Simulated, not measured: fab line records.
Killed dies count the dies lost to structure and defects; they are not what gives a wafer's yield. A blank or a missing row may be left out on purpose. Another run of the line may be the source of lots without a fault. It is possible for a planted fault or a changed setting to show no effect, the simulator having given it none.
fab line records	flow sky130
record: lots: 6	wafers: 18	lastDay: 51
route steps=708 shown VIA3@590 METAL4@598 CAP2M@603
lots with no fault: from the same line, run without faults
startH: hours from the record's first day to the start of the lot's first wafer shown	waitH: hours elapsed since this lot's preceding step	" the same as in the row above	L1.1+2: several wafers, shown together as one row	- no value, or no start was given	* or withheld: withheld	< > ~ a bound
route shown NAME@n: NAME is a module with steps in the file, n the number in the route of the first one	usual: mean/standard deviation of fault-free wafers	same: alike in all rows	chamber/n: place in a boat	sites: readings site by site	_std_site: standard deviation of those values	_edge_site: outer sites' mean less inner sites'	radiusMm: for every site, how far away it sits from the centre of the wafer	mask NAME#n: copy n	behind: tool/chamber where the wafer was last shaped	hold: the reason the lot was held/the length of the hold in hours/how it ended	device: transistor that didn't switch, given as n, p or np	end of line: tests run on the same wafers once the route is complete	a step given without rows: its recipe and nothing more	killed: dies that structure and defects cost at the first sort, which is not the same as the wafer's yield	map: a wafer's dies, marking killed ones x, the rest . and places with no die _
set.NAME: the run value of the setting; set.NAME@STEP: its run value at that earlier step	model.NAME: the simulator's own value behind a step, which no gauge read
lots seen at some steps along the route; tables by step, rows by wafer
services: a tool's chamber out of use, with start hour (startH, from the record's first day; less than 0 if before it), hours out, and reason
== steps ==
step: SKY_VIA3_STRIP_17
recipe: chemistry: postEtchResidueRemover	timeS: 1200	tempC: 72.5
step: SKY_VIA3_CLEAN_18
recipe: chemistry: IPA	timeS: 180	tempC: 25
step: SKY_VIA3_CLEAN_19
recipe: chemistry: O3/DIW	dry: n2Spin
step: SKY_VIA3_SPUTTER_20
recipe: material: TiN	targetThkNm: 20	chamberPressurePa: 5	powerW: 4000	timeS: 80
step: SKY_VIA3_CVD_21
recipe: material: W	targetThkNm: 390	timeS: 117.31	tempC: 400	pressureTorr: 40
usual: heaterPowerW: 773/37
lot.wafer	tool	chamber	startH	waitH	heaterPowerW
L922.1	cvdW-01	0	956.40	0.0	758
L922.2	"	1	"	"	773
L922.6	"	1	"	"	769
L924.2	cvdW-01	0	990.84	0.0	755
L924.4	"	0	"	"	738
L924.5	"	1	"	"	759
L929.1	cvdW-02	1	1011.87	0.0	745
L929.3	"	0	"	"	838
L929.5	"	1	"	"	739
L930.1	cvdW-02	0	1020.96	0.0	836
L930.2	"	1	"	"	741
L930.5	"	0	"	"	826
L940.3	cvdW-01	1	1106.15	0.1	759
L940.5	"	1	"	"	776
L940.6	"	1	"	"	777
L939.2	cvdW-02	0	1106.47	0.0	835
L939.5	"	1	"	"	758
L939.6	"	0	"	"	863
step: SKY_VIA3_RS_MEAS_22
recipe: thkMeasGauge: four-point-probe	reads: W_of_VIA3_CVD_21+TiN_of_VIA3_SPUTTER_20
usual: VIA3_W_RS: 0.292/0.0038
lot.wafer	tool	chamber	startH	waitH	VIA3_W_RS[ohm/sq]
L922.1	filmMetro-01	-	956.53	0.1	0.297
L922.2	"	-	"	"	0.291
L922.6	"	-	"	"	0.294
L924.2	filmMetro-02	-	990.98	0.1	0.298
L924.4	"	-	"	"	0.298
L924.5	"	-	"	"	0.291
L929.1	filmMetro-04	-	1012.00	0.1	0.291
L929.3	"	-	"	"	0.294
L929.5	"	-	"	"	0.291
L930.1	filmMetro-02	-	1021.08	0.1	0.293
L930.2	"	-	"	"	0.291
L930.5	"	-	"	"	0.292
L940.3	filmMetro-01	-	1106.36	0.2	0.288
L940.5	"	-	"	"	0.290
L940.6	"	-	"	"	0.288
L939.2	filmMetro-02	-	1106.61	0.1	0.294
L939.5	"	-	"	"	0.288
L939.6	"	-	"	"	0.295
step: SKY_VIA3_THK_MEAS_23
recipe: thkMeasGauge: xrf	reads: W_of_VIA3_CVD_21
usual: VIA3_W_THK: 381/6.1
lot.wafer	tool	chamber	startH	waitH	VIA3_W_THK[nm]
L922.1	filmMetro-01	-	956.65	0.1	373
L922.2	"	-	"	"	378
L922.6	"	-	"	"	377
L924.2	filmMetro-02	-	991.09	0.1	375
L924.4	"	-	"	"	374
L924.5	"	-	"	"	383
L929.1	filmMetro-04	-	1012.12	0.1	387
L929.3	"	-	"	"	383
L929.5	"	-	"	"	389
L930.1	filmMetro-02	-	1021.20	0.1	381
L930.2	"	-	"	"	386
L930.5	"	-	"	"	384
L940.3	filmMetro-01	-	1106.46	0.1	379
L940.5	"	-	"	"	376
L940.6	"	-	"	"	378
L939.2	filmMetro-02	-	1106.72	0.1	376
L939.5	"	-	"	"	384
L939.6	"	-	"	"	374
step: SKY_VIA3_CMP_24
recipe: stopOn: SiO2	tOverpolishS: 20	downForcePsi: 3.5	platenRpm: 60	targetThkNm: 0	padVelocityMS: 0.94248
usual: headPressurePsi: 3.500/0.0081	motorCurrentA: 10.7/1.1	overpolishRunS: 20.000/0.0095	slurryFilterDpKPa: 13.50/0.14	timeToEndpointS: 95/3.3
lot.wafer	tool	chamber	startH	waitH	headPressurePsi	motorCurrentA	overpolishRunS	slurryFilterDpKPa	timeToEndpointS
L922.2	cmp-02	3	956.81	0.1	3.499	11.0	20.002	13.26	97
L922.1	"	0	"	"	3.498	9.4	19.994	13.33	95
L922.6	"	2	"	"	3.512	11.0	20.007	13.34	91
L924.4	cmp-01	2	991.18	0.1	3.511	10.2	20.006	13.46	91
L924.2	"	3	"	"	3.489	9.7	20.013	13.45	89
L924.5	"	3	"	"	3.501	9.3	19.979	13.44	90
L929.1	cmp-02	0	1012.18	0.1	3.507	10.0	20.011	13.57	104
L929.3	"	3	"	"	3.495	11.3	20.002	13.65	98
L929.5	"	1	"	"	3.513	11.6	19.994	13.50	100
L930.1	cmp-02	0	1021.36	0.1	3.494	9.6	19.990	13.44	91
L930.2	"	1	"	"	3.489	12.0	20.004	13.35	90
L930.5	"	3	"	"	3.495	10.6	19.987	13.71	93
L940.3	cmp-02	1	1106.65	0.2	3.504	12.4	19.984	13.36	95
L940.5	"	2	"	"	3.511	10.7	20.004	13.51	93
L940.6	"	3	"	"	3.525	11.2	20.024	13.58	100
L939.2	cmp-01	2	1106.82	0.1	3.509	10.3	20.013	13.54	91
L939.6	"	1	"	"	3.496	10.3	19.998	13.57	90
L939.5	"	2	"	"	3.503	10.4	19.997	13.32	89
step: SKY_METAL4_SPUTTER_00
recipe: material: Ti	targetThkNm: 15	powerW: 3000	timeS: 10	chamberPressurePa: 0.4
step: SKY_METAL4_SPUTTER_01
recipe: material: TiN	targetThkNm: 20	powerW: 6500	timeS: 16.7	chamberPressurePa: 0.4
usual: cathodeDcPowerW: 6499.8/1.3	chamberPressurePa: 0.4000/0.0008	throttleValvePct: 30.4/1.1
lot.wafer	tool	chamber	startH	waitH	cathodeDcPowerW	chamberPressurePa	throttleValvePct
L922.1	pvdSputter-03	-	957.03	0.0	6501.3	0.3994	30.0
L922.2	"	-	"	"	6499.9	0.3992	29.6
L922.6	"	-	"	"	6501.2	0.3977	30.2
L924.2	pvdSputter-01	-	991.50	0.0	6499.2	0.4005	30.7
L924.4	"	-	"	"	6499.3	0.4008	30.8
L924.5	"	-	"	"	6500.9	0.4000	32.6
L929.1	pvdSputter-01	-	1012.50	0.0	6498.6	0.3997	30.9
L929.3	"	-	"	"	6497.3	0.4004	32.7
L929.5	"	-	"	"	6500.8	0.4012	31.0
L930.1	pvdSputter-01	-	1021.58	0.0	6500.2	0.3992	32.6
L930.2	"	-	"	"	6500.8	0.3987	30.6
L930.5	"	-	"	"	6500.8	0.3993	32.8
L940.3	pvdSputter-03	-	1106.82	0.0	6498.2	0.4004	31.1
L940.5	"	-	"	"	6498.7	0.4000	30.1
L940.6	"	-	"	"	6500.0	0.3991	29.7
L939.2	pvdSputter-03	-	1107.09	0.0	6498.4	0.4006	31.1
L939.5	"	-	"	"	6498.6	0.3990	29.6
L939.6	"	-	"	"	6501.3	0.4003	30.2
step: SKY_METAL4_SPUTTER_02
recipe: material: AlCu	targetThkNm: 735	powerW: 10600	timeS: 39.1	chamberPressurePa: 0.4
step: SKY_METAL4_SPUTTER_03
recipe: material: Ti	targetThkNm: 5	powerW: 3000	timeS: 3.3	chamberPressurePa: 0.4
usual: cathodeDcPowerW: 3000.0/0.5	chamberPressurePa: 0.4001/0.00074	throttleValvePct: 30.4/1.1
lot.wafer	tool	chamber	startH	waitH	cathodeDcPowerW	chamberPressurePa	throttleValvePct
L922.1	pvdSputter-03	-	957.09	0.0	2999.8	0.4002	30.1
L922.2	"	-	"	"	2999.9	0.4012	29.8
L922.6	"	-	"	"	3000.1	0.4010	30.2
L924.2	pvdSputter-01	-	991.57	0.0	2999.7	0.4006	30.7
L924.4	"	-	"	"	2999.6	0.4000	30.5
L924.5	"	-	"	"	3000.2	0.3995	32.7
L929.1	pvdSputter-01	-	1012.56	0.0	2999.2	0.4006	30.4
L929.3	"	-	"	"	3000.0	0.4008	32.9
L929.5	"	-	"	"	2999.9	0.4002	30.5
L930.1	pvdSputter-01	-	1021.65	0.0	3000.0	0.4007	32.8
L930.2	"	-	"	"	3000.1	0.3997	30.7
L930.5	"	-	"	"	2999.5	0.3991	32.2
L940.3	pvdSputter-03	-	1106.88	0.0	3000.0	0.4004	31.1
L940.5	"	-	"	"	3000.0	0.3999	30.0
L940.6	"	-	"	"	3000.2	0.3996	29.9
L939.2	pvdSputter-03	-	1107.16	0.0	2999.4	0.4007	31.0
L939.5	"	-	"	"	2999.3	0.4018	29.8
L939.6	"	-	"	"	2999.9	0.4013	29.9
step: SKY_METAL4_SPUTTER_04
recipe: material: TiN	targetThkNm: 70	powerW: 6500	timeS: 58.3	chamberPressurePa: 0.4
usual: cathodeDcPowerW: 6500.1/1.2	chamberPressurePa: 0.4001/0.00085	throttleValvePct: 30.4/1.1
lot.wafer	tool	chamber	startH	waitH	cathodeDcPowerW	chamberPressurePa	throttleValvePct
L922.1	pvdSputter-03	-	957.11	0.0	6500.3	0.4012	30.2
L922.2	"	-	"	"	6500.1	0.3990	29.9
L922.6	"	-	"	"	6500.4	0.4013	29.9
L924.2	pvdSputter-01	-	991.58	0.0	6501.2	0.4001	31.0
L924.4	"	-	"	"	6500.4	0.4004	30.9
L924.5	"	-	"	"	6502.0	0.4003	32.6
L929.1	pvdSputter-01	-	1012.58	0.0	-	-	-
L929.3	"	-	"	"	-	-	-
L929.5	"	-	"	"	-	-	-
L930.1	pvdSputter-01	-	1021.67	0.0	-	-	-
L930.2	"	-	"	"	-	-	-
L930.5	"	-	"	"	-	-	-
L940.3	pvdSputter-03	-	1106.90	0.0	6501.1	0.4001	31.0
L940.5	"	-	"	"	6499.8	0.4008	30.0
L940.6	"	-	"	"	6499.9	0.4007	29.9
L939.2	pvdSputter-03	-	1107.17	0.0	6500.4	0.3982	31.0
L939.5	"	-	"	"	6498.4	0.4010	29.9
L939.6	"	-	"	"	6500.2	0.3996	30.0
step: SKY_CAP2M_CVD_00
recipe: material: SiO2	targetThkNm: 15.5	tempC: 400	timeS: withheld	rfW: 450
step: SKY_CAP2M_SPUTTER_02
recipe: material: TiN	targetThkNm: 200	tempC: 300	powerW: 6500	timeS: 166.7	chamberPressurePa: 0.4
step: SKY_CAP2M_DEHYDRATE_05
recipe: tempC: 200	timeS: 60
step: SKY_CAP2M_HMDS_06
recipe: primeTimeS: 60	primeTempC: 120
step: SKY_CAP2M_COAT_07
recipe: resist: NOVOLAK	spinRpm: 3000	resistThkNm: 1140
step: SKY_CAP2M_SOFTBAKE_08
recipe: tempC: 90	timeS: 60	resist: NOVOLAK
step: SKY_CAP2M_EXPOSE_09
recipe: maskId: CAP2M	na: 0.6	sourceShape: conventional	sigmaOuter: 0.6	polarization: unpolarized	targetCdNm: 1000	doseMj: 159
step: SKY_CAP2M_PEB_10
recipe: tempC: withheld	timeS: *	resist: NOVOLAK
step: SKY_CAP2M_DEVELOP_11
recipe: resist: NOVOLAK	developer: TMAH	developTimeS: 61.85	devTempC: 23
step: SKY_CAP2M_OVL_MEAS_12
usual: CAP2M_OVL: 0.3/1.2
lot.wafer	tool	chamber	startH	waitH	CAP2M_OVL[nm]
L922.1	overlay-01	-	978.82	0.1	1.6
L922.2	"	-	"	"	-0.1
L922.6	"	-	"	"	-1.4
L924.2	overlay-01	-	1014.11	0.1	0.0
L924.4	"	-	"	"	-0.6
L924.5	"	-	"	"	0.2
L929.1	overlay-01	-	1034.41	0.1	1.1
L929.3	"	-	"	"	1.6
L929.5	"	-	"	"	1.5
L930.1	overlay-01	-	1044.01	0.1	-0.4
L930.2	"	-	"	"	-1.7
L930.5	"	-	"	"	-0.4
L940.3	overlay-02	-	1126.03	0.1	0.0
L940.5	"	-	"	"	-1.4
L940.6	"	-	"	"	0.4
L939.2	overlay-01	-	1126.32	0.1	1.2
L939.5	"	-	"	"	1.0
L939.6	"	-	"	"	-1.1
step: SKY_CAP2M_METAL_ETCH_13
recipe: targetDepthNm: 220	stopOn: SiO2	chemistry: Cl2/BCl3	target: TiN	pressureMtorr: 10	icpW: 900	biasW: 48.5	Cl2_flow_sccm: 60	bcl3FlowSccm: 30	timeS: 62.9
usual: biasW: 48.48/0.15	drypumpMotorCurrentA: 6.0/0.4	mfcCl2Sccm: 60.00/0.19	oesProductAu: 0.943/0.007	throttleValvePct: 21.899/0.01
lot.wafer	tool	chamber	startH	waitH	biasW	drypumpMotorCurrentA	mfcCl2Sccm	oesProductAu	rfHoursCounterH	throttleValvePct
L922.1	rieMetal-01	1	978.86	0.0	48.55	6.2	59.85	0.935	7	21.887
L922.2	"	0	"	"	48.48	5.5	60.01	0.937	16	21.911
L922.6	"	1	"	"	48.44	6.2	60.34	0.943	-	21.892
L924.2	rieMetal-02	0	1014.14	0.0	48.75	6.3	60.05	0.953	13	21.877
L924.4	"	0	"	"	48.72	6.3	59.88	0.950	-	21.894
L924.5	"	0	"	"	48.50	6.3	59.97	0.945	-	21.884
L929.1	rieMetal-02	0	1034.44	0.0	48.22	6.3	59.87	0.956	15	21.899
L929.3	"	1	"	"	48.29	5.3	59.92	0.946	-	21.882
L929.5	"	0	"	"	48.54	6.3	59.96	0.946	-	21.901
L930.1	rieMetal-01	0	1044.05	0.0	48.42	5.5	59.65	0.934	19	21.898
L930.2	"	1	"	"	48.62	6.2	60.00	0.937	10	21.902
L930.5	"	0	"	"	48.46	5.5	59.73	0.939	-	21.901
L940.3	rieMetal-02	0	1126.08	0.0	48.48	6.3	59.96	0.935	-	21.911
L940.5	"	1	"	"	48.38	5.3	60.16	0.941	-	21.891
L940.6	"	0	"	"	48.63	6.3	59.91	0.939	-	21.900
L939.2	rieMetal-03	1	1126.35	0.0	48.46	6.4	59.83	0.940	22	21.897
L939.5	"	1	"	"	48.51	6.4	59.91	0.928	-	21.917
L939.6	"	0	"	"	48.56	5.9	59.74	0.936	-	21.893
step: SKY_CAP2M_STRIP_14
recipe: chemistry: O2/N2	powerW: 1400	pressureMtorr: 1500	platenTempC: withheld	o2FlowSccm: 3000	n2FlowSccm: 300	overashFraction: 0.5
step: SKY_CAP2M_STRIP_15
recipe: chemistry: postEtchResidueRemover	timeS: 1200	tempC: 72.5
step: SKY_CAP2M_CLEAN_16
recipe: chemistry: IPA	timeS: 180	tempC: 25
step: SKY_CAP2M_CLEAN_17
recipe: chemistry: O3/DIW	dry: n2Spin
step: SKY_METAL4_DEHYDRATE_05
recipe: tempC: 200	timeS: 60
step: SKY_METAL4_HMDS_06
recipe: primeTimeS: 60	primeTempC: 120
step: SKY_METAL4_COAT_07
recipe: resist: BARC	tempC: withheld	timeS: withheld	spinRpm: 3000	resistThkNm: 59.07
step: SKY_METAL4_COAT_08
recipe: resist: KrF-thick	spinRpm: 3000	resistThkNm: 1140
step: SKY_METAL4_SOFTBAKE_09
recipe: tempC: 100	timeS: 90	resist: KrF-thick
step: SKY_METAL4_EXPOSE_10
recipe: maskId: MM4	na: 0.68	sourceShape: annular	sigmaInner: 0.4	sigmaOuter: 0.8	targetCdNm: 300	doseMj: 28
step: SKY_METAL4_PEB_11
recipe: pebTempC: withheld	pebTimeS: withheld	resist: KrF-thick
step: SKY_METAL4_DEVELOP_12
recipe: developTimeS: 60	resist: KrF-thick	devTempC: 21
step: SKY_METAL4_CD_MEAS_13
recipe: targetCdNm: 300
usual: cdNm: 300.3/1.4
lot.wafer	tool	chamber	startH	waitH	cdNm
L922.1	cdSem-01	-	1002.76	-	302.1
L922.2	"	-	"	"	301.4
L922.6	"	-	"	"	303.2
L924.2	cdSem-02	-	1037.39	-	301.9
L924.4	"	-	"	"	302.2
L924.5	"	-	"	"	301.5
L929.1	cdSem-02	-	1056.82	-	299.3
L929.3	"	-	"	"	297.8
L929.5	"	-	"	"	299.6
L930.1	cdSem-02	-	1066.06	-	302.5
L930.2	"	-	"	"	299.3
L930.5	"	-	"	"	301.5
L940.3	cdSem-02	-	1145.61	-	302.2
L940.5	"	-	"	"	301.9
L940.6	"	-	"	"	301.8
L939.2	cdSem-01	-	1146.69	-	301.5
L939.5	"	-	"	"	301.6
L939.6	"	-	"	"	303.2
step: SKY_METAL4_OVL_MEAS_14
usual: METAL4_OVL: -1/6
lot.wafer	tool	chamber	startH	waitH	METAL4_OVL[nm]
L922.1	overlay-02	-	1002.88	0.1	-3
L922.2	"	-	"	"	-1
L922.6	"	-	"	"	5
L924.2	overlay-01	-	1037.50	0.1	-7
L924.4	"	-	"	"	-12
L924.5	"	-	"	"	-7
L929.1	overlay-02	-	1056.94	0.1	6
L929.3	"	-	"	"	5
L929.5	"	-	"	"	1
L930.1	overlay-02	-	1066.18	0.1	-12
L930.2	"	-	"	"	-14
L930.5	"	-	"	"	-8
L940.3	overlay-01	-	1145.70	0.1	-4
L940.5	"	-	"	"	7
L940.6	"	-	"	"	2
L939.2	overlay-02	-	1146.80	0.1	-1
L939.5	"	-	"	"	-3
L939.6	"	-	"	"	-11
step: SKY_METAL4_DESCUM_15
recipe: chemistry: O2	sourcePowerW: 150	biasPowerW: 0	pressureMtorr: 10	tempC: 40	timeS: 8
step: SKY_METAL4_METAL_ETCH_18
recipe: targetDepthA: 8450	stopOn: SiO2	overEtchFrac: 0.3	timeS: 183.1	chemistry: Cl2/BCl3	resistSidewallDeg: 88	pressureMtorr: 10	icpW: 900	biasW: 48.5	Cl2_flow_sccm: 60	bcl3FlowSccm: 30
usual: biasW: 48.51/0.16	drypumpMotorCurrentA: 6.0/0.38	mfcCl2Sccm: 60.00/0.19	oesProductAu: 0.865/0.0058	throttleValvePct: 22.264/0.0082
same: overEtchFrac: 0.3
lot.wafer	tool	chamber	startH	waitH	biasW	drypumpMotorCurrentA	mfcCl2Sccm	oesProductAu	rfHoursCounterH	throttleValvePct
L922.1	rieMetal-03	0	1003.07	0.0	48.73	5.9	60.03	0.860	6	22.274
L922.2	"	1	"	"	48.63	6.4	60.07	0.859	14	22.270
L922.6	"	0	"	"	48.74	5.9	59.95	0.858	-	22.262
L924.2	rieMetal-04	1	1037.68	0.0	48.48	5.8	60.18	0.863	3	22.258
L924.4	"	0	"	"	48.18	6.0	59.77	0.866	-	22.250
L924.5	"	1	"	"	48.42	5.7	60.01	0.869	-	22.259
L929.1	rieMetal-04	1	1057.13	0.0	48.40	5.7	60.19	0.819	4	22.267
L929.3	"	1	"	"	48.79	5.7	60.05	0.826	-	22.279
L929.5	"	0	"	"	48.48	6.0	59.85	0.820	-	22.270
L930.1	rieMetal-02	0	1066.37	0.0	48.58	6.3	59.93	0.824	18	22.264
L930.2	"	0	"	"	48.64	6.3	59.80	0.816	-	22.257
L930.5	"	0	"	"	48.32	6.3	59.86	0.823	-	22.277
L940.3	rieMetal-04	1	1145.93	0.1	48.41	5.7	59.85	0.861	-	22.263
L940.5	"	1	"	"	48.31	5.7	60.04	0.864	-	22.265
L940.6	"	0	"	"	48.61	6.0	59.97	0.867	-	22.263
L939.2	rieMetal-03	0	1146.98	0.0	48.30	5.9	60.19	0.869	17	22.257
L939.5	"	1	"	"	48.65	6.4	59.59	0.873	-	22.267
L939.6	"	0	"	"	48.42	5.9	59.91	0.867	-	22.275
== services ==
tool	chamber	startH	hours	kind
cvdW-02	-	936.23	28.1	pm
cmp-02	-	944.50	1.1	repair
rieMetal-02	1	947.03	5.7	repair
rieMetal-02	0	951.45	15.9	repair
cmp-02	-	969.03	0.2	repair
cmp-01	-	971.42	7.8	repair
rieMetal-01	-	975.79	2.8	pm
pvdSputter-03	-	994.98	2.5	repair
cmp-02	-	1018.90	0.6	repair
cvdW-01	0	1023.41	7.8	repair
rieMetal-04	-	1027.69	1.4	pm
cmp-02	-	1030.52	1.1	repair
rieMetal-02	1	1055.97	22.8	repair
rieMetal-03	1	1058.82	4.3	repair
cmp-02	-	1059.29	0.7	repair
cmp-02	-	1065.53	1.2	repair
cvdW-01	-	1082.58	2.8	pm
pvdSputter-03	-	1093.89	1.9	repair
cvdW-01	0	1103.78	8.6	repair
rieMetal-03	-	1109.04	0.6	repair
pvdSputter-01	-	1120.24	9.3	repair
cmp-02	-	1120.53	5.4	pm
cvdW-02	-	1140.52	6.0	pm
cvdW-01	-	1146.83	6.9	pm
== key ==
firstSign: step: SKY_METAL4_SPUTTER_04	reading: toolRecord	direction: missing
effect: step: SKY_METAL4_METAL_ETCH_18	reading: oesProductAu	direction: down	sigmas: 7.5	usual: 0.865	struck: 0.821
metAt SKY_METAL4_SPUTTER_04
struckWafers L929.1,L929.3,L929.5,L930.1,L930.2,L930.5
laterRowsLeftOut L929.1,L929.3,L929.5,L930.1,L930.2,L930.5
sortLeftOut L929.1,L929.3,L929.5,L930.1,L930.2,L930.5
onsetBetween 991.58 1012.58
fault: kind: skippedStepWhole	tool: pvdSputter-01	chamber: -	onsetH: 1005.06	steps: SKY_METAL4_SPUTTER_04	scope: struckLotsOnly
sortLeftOut: the simulated sort isn't trusted on such a fault, so these wafers' sort isn't shown, and their yield isn't known
laterRowsLeftOut: the simulator's readings of these wafers behind a module that went badly wrong aren't trusted and aren't shown, but for the sort
